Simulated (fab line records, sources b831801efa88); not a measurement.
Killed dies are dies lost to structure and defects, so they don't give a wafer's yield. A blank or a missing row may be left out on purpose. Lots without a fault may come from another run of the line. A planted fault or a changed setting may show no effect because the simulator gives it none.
Which tool did it? | flow sky130 | 7 lots, 21 wafers sampled, at 1 step of a route of 708

WHAT THE GAUGES READ, wafer by wafer
SKY_VIA1_CD_MEAS_12: target cd 150 nm.
lot  | measured     | on        | cd_nm (nm)
L389 | day 36 09:44 | cd_sem-02 | 151.2 154.3 152.5
L394 | day 37 20:07 | cd_sem-02 | 150.6 150.1 149.8
L397 | day 38 19:23 | cd_sem-01 | 152.1 150.6 151.5
L399 | day 39 08:38 | cd_sem-02 | 153.3 154.0 153.9
L401 | day 39 21:05 | cd_sem-02 | 150.2 148.4 151.8
L403 | day 40 15:59 | cd_sem-02 | 150.9 151.0 152.7
L405 | day 41 10:04 | cd_sem-02 | 153.8 152.0 154.2

WHICH TOOL RAN EACH LOT (tool, then ch and the chambers of the sampled wafers, then the start)
The record holds no process step before these readings.

THE ANSWER, worked out from the rows above alone
Rule: what is usual is taken from the lots themselves. Put in order of their means at a reading, lots are off if they are a third of the lots or fewer, leave a main group of 4 or more, and stand apart from it by a gap of 3 or more times the standard deviation of the main group's means; of several such gaps the widest counts. A main group whose means are all the same, to the digits that the tables above print for the reading, isn't used. A lot without any number at a reading at which 4 lots or more have one is off too. The other lots that the step has rows for count as sound.
No lot is off at any reading shown: from this, nothing can be told.

WHAT THE SIMULATOR HAD PUT IN
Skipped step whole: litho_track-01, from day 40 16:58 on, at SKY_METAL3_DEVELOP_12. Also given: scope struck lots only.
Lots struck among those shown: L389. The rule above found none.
